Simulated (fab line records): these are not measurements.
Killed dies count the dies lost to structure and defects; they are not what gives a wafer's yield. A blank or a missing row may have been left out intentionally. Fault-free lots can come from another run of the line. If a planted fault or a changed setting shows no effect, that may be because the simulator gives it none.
What tool caused it? || flow sky130 || Sampling: 7 lots, 21 wafers, 6 of 708 route steps

== WHAT THE GAUGES READ, wafer by wafer ==
SKY_RES_XHIGH_TW_MEAS_09.
{"lot": "L733", "measured": "day 26 20:42", "on": "film_metro-02", "RES_XHIGH_TW": "1603 1612 1613"}
{"lot": "L735", "measured": "day 27 21:23", "on": "film_metro-04", "RES_XHIGH_TW": "1617 1630 1628"}
{"lot": "L740", "measured": "day 29 22:49", "on": "film_metro-04", "RES_XHIGH_TW": "1641 1642 1648"}
{"lot": "L743", "measured": "day 30 21:41", "on": "film_metro-02", "RES_XHIGH_TW": "30 30 30"}
{"lot": "L748", "measured": "day 32 03:08", "on": "film_metro-04", "RES_XHIGH_TW": "1643 1637 1640"}
{"lot": "L751", "measured": "day 33 05:46", "on": "film_metro-01", "RES_XHIGH_TW": "1614 1630 1619"}
{"lot": "L755", "measured": "day 34 06:55", "on": "film_metro-01", "RES_XHIGH_TW": "1633 1626 1630"}

== TOOL THAT RAN EACH LOT (tool first, then ch and the chambers of the sampled wafers, then the start) ==
{"lot": "L733", "SKY_LDD_HVP_STRIP_09": "plasma_asher-03 ch 0,1, day 21 18:10", "SKY_POLY_CUT_ETCH_10": "rie_diel-02 ch 0,1,2, day 24 09:52", "SKY_POLY_CUT_STRIP_12": "plasma_asher-02 ch 0,1, day 24 09:56", "SKY_SD_P_STRIP_10": "plasma_asher-03 ch 0,1, day 25 16:16", "SKY_RES_XHIGH_STRIP_08": "plasma_asher-04 ch 0,1, day 26 20:36"}
{"lot": "L735", "SKY_LDD_HVP_STRIP_09": "plasma_asher-02 ch 0,1, day 22 20:56", "SKY_POLY_CUT_ETCH_10": "rie_diel-01 ch 1,3, day 25 11:14", "SKY_POLY_CUT_STRIP_12": "plasma_asher-03 ch 0, day 25 11:19", "SKY_SD_P_STRIP_10": "plasma_asher-01 ch 0,1, day 26 16:38", "SKY_RES_XHIGH_STRIP_08": "plasma_asher-02 ch 0,1, day 27 21:17"}
{"lot": "L740", "SKY_LDD_HVP_STRIP_09": "plasma_asher-02 ch 0,1, day 24 23:14", "SKY_POLY_CUT_ETCH_10": "rie_diel-02 ch 0,1,2, day 27 13:29", "SKY_POLY_CUT_STRIP_12": "plasma_asher-01 ch 0,1, day 27 13:36", "SKY_SD_P_STRIP_10": "plasma_asher-01 ch 0,1, day 28 18:26", "SKY_RES_XHIGH_STRIP_08": "plasma_asher-03 ch 0,1, day 29 22:44"}
{"lot": "L743", "SKY_LDD_HVP_STRIP_09": "plasma_asher-04 ch 0,1, day 25 23:35", "SKY_POLY_CUT_ETCH_10": "rie_diel-02 ch 0,2, day 28 12:46", "SKY_POLY_CUT_STRIP_12": "plasma_asher-01 ch 0,1, day 28 12:50", "SKY_SD_P_STRIP_10": "plasma_asher-03 ch 0,1, day 29 17:31", "SKY_RES_XHIGH_STRIP_08": "plasma_asher-03 ch 0,1, day 30 21:35"}
{"lot": "L748", "SKY_LDD_HVP_STRIP_09": "plasma_asher-02 ch 0,1, day 27 09:26", "SKY_POLY_CUT_ETCH_10": "rie_diel-01 ch 1,2, day 29 21:10", "SKY_POLY_CUT_STRIP_12": "plasma_asher-03 ch 0,1, day 29 21:17", "SKY_SD_P_STRIP_10": "plasma_asher-04 ch 0,1, day 31 00:48", "SKY_RES_XHIGH_STRIP_08": "plasma_asher-02 ch 0,1, day 32 03:02"}
{"lot": "L751", "SKY_LDD_HVP_STRIP_09": "plasma_asher-04 ch 0,1, day 28 13:11", "SKY_POLY_CUT_ETCH_10": "rie_diel-01 ch 1,3, day 31 00:35", "SKY_POLY_CUT_STRIP_12": "plasma_asher-02 ch 0,1, day 31 00:40", "SKY_SD_P_STRIP_10": "plasma_asher-04 ch 0, day 32 02:54", "SKY_RES_XHIGH_STRIP_08": "plasma_asher-02 ch 0,1, day 33 05:40"}
{"lot": "L755", "SKY_LDD_HVP_STRIP_09": "plasma_asher-02 ch 1, day 29 15:25", "SKY_POLY_CUT_ETCH_10": "rie_diel-02 ch 0,3, day 32 01:22", "SKY_POLY_CUT_STRIP_12": "plasma_asher-02 ch 0,1, day 32 01:26", "SKY_SD_P_STRIP_10": "plasma_asher-03 ch 0, day 33 04:43", "SKY_RES_XHIGH_STRIP_08": "plasma_asher-02 ch 1, day 34 06:48"}
- SKY_LDD_HVP_STRIP_09: strips in O2/N2.
- SKY_POLY_CUT_ETCH_10: etches BARC in N2/H2, stops on SiO2, time 45.9 s, target depth 60 nm.
- SKY_POLY_CUT_STRIP_12: strips in O2/N2.
- SKY_SD_P_STRIP_10: strips in O2/N2.
- SKY_RES_XHIGH_STRIP_08: strips in O2/N2.

== THE ANSWER, worked out from the rows above alone ==
Rule: the lots themselves supply what counts as usual. Put in order of their means at a reading, lots are off if they are a third of the lots or fewer, leave a main group of 4 or more, and stand apart from it by a gap of 3 or more times the standard deviation of the main group's means; of several such gaps the widest counts. If all means in a main group match to the digits the tables above print for the reading, that group is not used. Also off: a lot with no number at a reading for which 4 or more lots have one. All remaining lots with rows at the step are treated as sound.
Off: at SKY_RES_XHIGH_TW_MEAS_09 (RES_XHIGH_TW), L743. Main group: mean 1628, sd 12.
If a tool, at a process step before that reading, ran all the lots that are off and no sound lot after the first of them, it fits. The gauges at SKY_RES_XHIGH_TW_MEAS_09 are tried like those tools. Can't be told from this: 3 tools fit, plasma_asher-01 at SKY_POLY_CUT_STRIP_12, plasma_asher-03 at SKY_RES_XHIGH_STRIP_08, film_metro-02 at SKY_RES_XHIGH_TW_MEAS_09.

== WHAT HAD BEEN PUT IN BY THE SIMULATOR ==
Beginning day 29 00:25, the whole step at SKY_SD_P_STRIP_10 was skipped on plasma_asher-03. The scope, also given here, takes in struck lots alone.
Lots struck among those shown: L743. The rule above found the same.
